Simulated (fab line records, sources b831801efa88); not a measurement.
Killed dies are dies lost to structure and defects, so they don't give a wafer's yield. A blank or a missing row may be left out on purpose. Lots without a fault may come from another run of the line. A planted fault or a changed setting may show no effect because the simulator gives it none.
A struck lot beside a sound one | flow sky130 | 17 steps out of a route of 708
Sound: wafers L393.2, L393.4, L393.6. Struck: wafers L385.2, L385.5. (L385.4 of the same lot was not struck and is left out.) The cause comes at the end.
At each step with rows: each side's tool, then ch and its chambers, then its first start. Under that, the readings that differ: sound wafers | struck wafers | difference of the means | sigmas: that difference in standard deviations of wafers without a fault.
alike: readings whose means differ by less than 2 such deviations, and words and numbers that are the same on both sides. not compared: withheld readings, readings that some wafer has no value for, bounds like >300 that may hide the same value, and numbers for which the record gives no deviation and whose values overlap.
The two part at a step that has a row with sigmas, a row that says differs or no value, or rows on one side only. Numbers that don't overlap but have no deviation are shown without sigmas and don't part them. A reading that every wafer of one side lacks parts them only if that side has two wafers or more.

first, 5 steps without rows for these wafers: SKY_VIA4_COAT_06 (resist thk 1140 nm); SKY_VIA4_SOFTBAKE_07 (time 60 s); SKY_VIA4_EXPOSE_08 (exposes mask VIM4, target cd 800 nm); SKY_VIA4_PEB_09; SKY_VIA4_DEVELOP_10 (develop time 60 s).
SKY_VIA4_OVL_MEAS_11:
  sound on overlay-02, day 47 23:01; struck on overlay-02, day 45 18:40
  alike: VIA4_OVL
SKY_VIA4_ETCH_12: etches SiO2 in C4F8/O2/Ar, stops on TiN, target depth 580 nm.
  sound on rie_diel-02 ch 0,1,3, day 47 23:03; struck on rie_diel-04 ch 1,3, day 45 18:42
  alike: chamber_pressure_mTorr, oes_product_au
SKY_VIA4_STRIP_13: strips in O2/N2.
  sound on plasma_asher-03 ch 0,1, day 47 23:08; struck on plasma_asher-01 ch 1, day 45 18:46
  alike: chamber_pressure_mTorr, drypump_motor_current_A, oes_product_au, strip_time_to_endpoint_s
  not compared: rf_hours_counter_h
then, 3 steps without rows for these wafers: SKY_VIA4_STRIP_14 (strips in post etch residue remover, time 1200 s); SKY_VIA4_CLEAN_15 (cleans in IPA, time 180 s); SKY_VIA4_CLEAN_16 (cleans in O3/DIW).
SKY_VIA4_SPUTTER_17: material TiN, target thk 20 nm, time 80 s.
  sound on pvd_sputter-01, day 47 23:45; struck on pvd_sputter-02, day 45 19:22
  alike: chamber_pressure_pa, throttle_valve_pct
SKY_VIA4_CVD_18: deposits W, target thk 505 nm, time 152.14 s.
  sound on cvd_w-01 ch 0,1, day 47 23:49; struck on cvd_w-02 ch 1, day 45 19:26
  reading                            | sound             | struck      | difference | sigmas
  chamber_pressure_Torr (Torr)       | 39.95 39.86 39.87 | 44.30 44.38 | +4.45      | +51
  heater_power_w (W)                 | 916 934 945       | 697 717     | -225       | -2
  model.W_of_VIA4_CVD_18.thk_nm (nm) | 512.8 505.5 515.4 | 528.1 525.6 | +15.6      |
SKY_VIA4_RS_MEAS_19: measures by four-point-probe.
  sound on film_metro-02, day 48 00:05; struck on film_metro-04, day 45 19:37
  reading            | sound                | struck        | difference | sigmas
  VIA4_W_RS (ohm/sq) | 0.2228 0.2263 0.2217 | 0.2161 0.2177 | -0.0067    | -3
SKY_VIA4_THK_MEAS_20: measures by xrf.
  sound on film_metro-02, day 48 00:11; struck on film_metro-04, day 45 19:43
  reading         | sound       | struck  | difference | sigmas
  VIA4_W_THK (nm) | 504 499 513 | 525 525 | +20        | +3
SKY_VIA4_CMP_21: polishes, stops on SiO2, t overpolish 25 s, target thk 0 nm.
  sound on cmp-02 ch 1,2,3, day 48 00:14; struck on cmp-01 ch 1,2, day 45 19:49
  alike: motor_current_A, slurry_flow_ml_min
SKY_PAD_OPEN_PROBE_99:
  the record has rows for the sound wafers here (prober-02, day 50 10:06) and none for the struck ones

WHERE THEY PART
First at SKY_VIA4_CVD_18; last, within this record, at SKY_PAD_OPEN_PROBE_99.

WHY: what the simulator had put in
Process parameter drift: cvd_w-02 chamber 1, from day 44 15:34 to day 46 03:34, at SKY_VIA4_CVD_18. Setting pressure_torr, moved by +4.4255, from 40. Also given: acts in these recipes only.
